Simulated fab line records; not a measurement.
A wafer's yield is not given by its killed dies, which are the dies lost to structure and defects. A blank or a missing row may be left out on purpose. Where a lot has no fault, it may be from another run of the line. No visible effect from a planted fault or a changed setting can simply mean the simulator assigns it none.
Which tool is to blame? | flow gf180mcu | 10 lots, 30 wafers sampled, at 4 steps of a route of 602

## WHAT EACH GAUGE READ, for each wafer
GF_MIM_RS_MEAS_10: measures by four-point-probe. Usual: for MIM_ALCU_RS the level is 0.1609 ohm/sq and the standard deviation is 0.002.
lot  | measured     | on           | MIM_ALCU_RS (ohm/sq) | flag
L343 | day 25 02:18 | filmMetro-01 | 0.1631 0.1624 0.1643 | 
L344 | day 25 12:03 | filmMetro-02 | 0.1615 0.1607 0.1612 | 
L345 | day 25 19:13 | filmMetro-03 | 0.1616 0.1588 0.1607 | 
L347 | day 26 13:02 | filmMetro-02 | 0.1557 0.1571 0.1565 | 
L354 | day 28 11:37 | filmMetro-03 | 0.1640 0.1621 0.1623 | 
L355 | day 28 16:05 | filmMetro-01 | 0.1681 0.1688 0.1638 | OFF
L357 | day 29 15:57 | filmMetro-01 | 0.1631 0.1625 0.1615 | 
L358 | day 29 17:26 | filmMetro-02 | 0.1585 0.1571 0.1577 | 
L364 | day 31 05:29 | filmMetro-02 | 0.1580 0.1602 0.1598 | 
L365 | day 31 12:18 | filmMetro-03 | 0.1623 0.1635 0.1645 | 

GF_MIM_THK_MEAS_11: measures by xrf. Usual: for MIM_ALCU_THK the level is 199.3 nm and the standard deviation is 2.6.
lot  | measured     | on           | MIM_ALCU_THK (nm) | flag
L343 | day 25 02:24 | filmMetro-01 | 198.6 198.5 196.4 | 
L344 | day 25 12:10 | filmMetro-02 | 199.6 199.8 198.6 | 
L345 | day 25 19:20 | filmMetro-03 | 198.2 202.4 199.6 | 
L347 | day 26 13:08 | filmMetro-02 | 206.5 203.6 206.3 | 
L354 | day 28 11:44 | filmMetro-03 | 195.2 196.9 197.6 | 
L355 | day 28 16:12 | filmMetro-01 | 191.4 191.9 196.8 | 
L357 | day 29 16:03 | filmMetro-01 | 195.9 197.4 198.6 | 
L358 | day 29 17:33 | filmMetro-02 | 203.0 204.0 204.0 | 
L364 | day 31 05:36 | filmMetro-02 | 202.9 199.6 200.8 | 
L365 | day 31 12:25 | filmMetro-03 | 195.8 195.1 194.7 | 

## WHAT TOOL EACH LOT RAN ON (gives the tool, then ch and the chambers of the sampled wafers, and finally the start)
lot  | GF_MIM_SPUTTER_04           | GF_MIM_SPUTTER_08
L343 | pvdSputter-01, day 25 02:01 | pvdSputter-04, day 25 02:12
L344 | pvdSputter-04, day 25 11:49 | pvdSputter-03, day 25 11:59
L345 | pvdSputter-04, day 25 18:59 | pvdSputter-03, day 25 19:10
L347 | pvdSputter-04, day 26 12:46 | pvdSputter-01, day 26 12:56
L354 | pvdSputter-04, day 28 11:23 | pvdSputter-03, day 28 11:34
L355 | pvdSputter-01, day 28 15:51 | pvdSputter-04, day 28 16:02
L357 | pvdSputter-01, day 29 15:41 | pvdSputter-03, day 29 15:52
L358 | pvdSputter-03, day 29 17:12 | pvdSputter-01, day 29 17:22
L364 | pvdSputter-03, day 31 05:15 | pvdSputter-01, day 31 05:26
L365 | pvdSputter-01, day 31 12:03 | pvdSputter-04, day 31 12:14
- GF_MIM_SPUTTER_04: material TiN, target thk 50 nm, time 41.7 s.
- GF_MIM_SPUTTER_08: material AlCu, target thk 200 nm, time 10.6 s.

## WHAT THE TOOLS THEMSELVES READ (means of the sampled wafers that have a number; where no wafer has one, the mark that the record gives instead)
GF_MIM_SPUTTER_04. Usual: cathodeDcPowerW 6500.1 W, standard deviation 1.1; throttleValvePct 29.9 %, standard deviation 1.
lot  | tool          | cathodeDcPowerW (W) | throttleValvePct (%) | flag
L343 | pvdSputter-01 | 6500.7              | 29.8                 | 
L344 | pvdSputter-04 | 6500.1              | 29.4                 | 
L345 | pvdSputter-04 | 6499.1              | 29.4                 | 
L347 | pvdSputter-04 | 6500.9              | 28.9                 | 
L354 | pvdSputter-04 | 6500.9              | 29.5                 | 
L355 | pvdSputter-01 | 6499.5              | 30.8                 | 
L357 | pvdSputter-01 | 6500.2              | 31.1                 | 
L358 | pvdSputter-03 | 6500.1              | 29.9                 | 
L364 | pvdSputter-03 | 6500.5              | 30.1                 | 
L365 | pvdSputter-01 | 6500.1              | 29.9                 | 

GF_MIM_SPUTTER_08. Usual: cathodeDcPowerW 10600 W, standard deviation 2.1; throttleValvePct 29.8 %, standard deviation 1.
lot  | tool          | cathodeDcPowerW (W) | throttleValvePct (%) | flag
L343 | pvdSputter-04 | 10600               | 29.1                 | 
L344 | pvdSputter-03 | 10599               | 30.1                 | 
L345 | pvdSputter-03 | 10599               | 30.1                 | 
L347 | pvdSputter-01 | 10602               | 31.2                 | 
L354 | pvdSputter-03 | 10600               | 29.9                 | 
L355 | pvdSputter-04 | 10600               | 29.1                 | 
L357 | pvdSputter-03 | 10599               | 29.4                 | 
L358 | pvdSputter-01 | 10601               | 29.9                 | 
L364 | pvdSputter-01 | 10601               | 31.1                 | 
L365 | pvdSputter-04 | 10602               | 29.3                 | 

## THE ANSWER, worked out from the rows above alone
Rule: a lot counts as off when the mean over its wafers that have a number is more than 3 standard deviations away from the usual mean. A lot without any number at a reading at which 4 lots or more have one is off too. Where the step has rows for the other lots, those lots are counted as sound. Order of review: gauges by route order, followed by the tools' own readings, for which a lot's mean as printed above is used. The first step at which some lot is off is used, and at that step the reading that is off furthest; a lot without a number counts as furthest.
Off: at GF_MIM_RS_MEAS_10 (MIM_ALCU_RS), L355.
A tool fits if, at a process step before that reading, it ran every lot that is off, and no sound lot after the first of them. Those tools and the gauges at GF_MIM_RS_MEAS_10 are tried in the same way. No candidate that was tried fits.

## WHAT THE SIMULATOR HAD PUT IN
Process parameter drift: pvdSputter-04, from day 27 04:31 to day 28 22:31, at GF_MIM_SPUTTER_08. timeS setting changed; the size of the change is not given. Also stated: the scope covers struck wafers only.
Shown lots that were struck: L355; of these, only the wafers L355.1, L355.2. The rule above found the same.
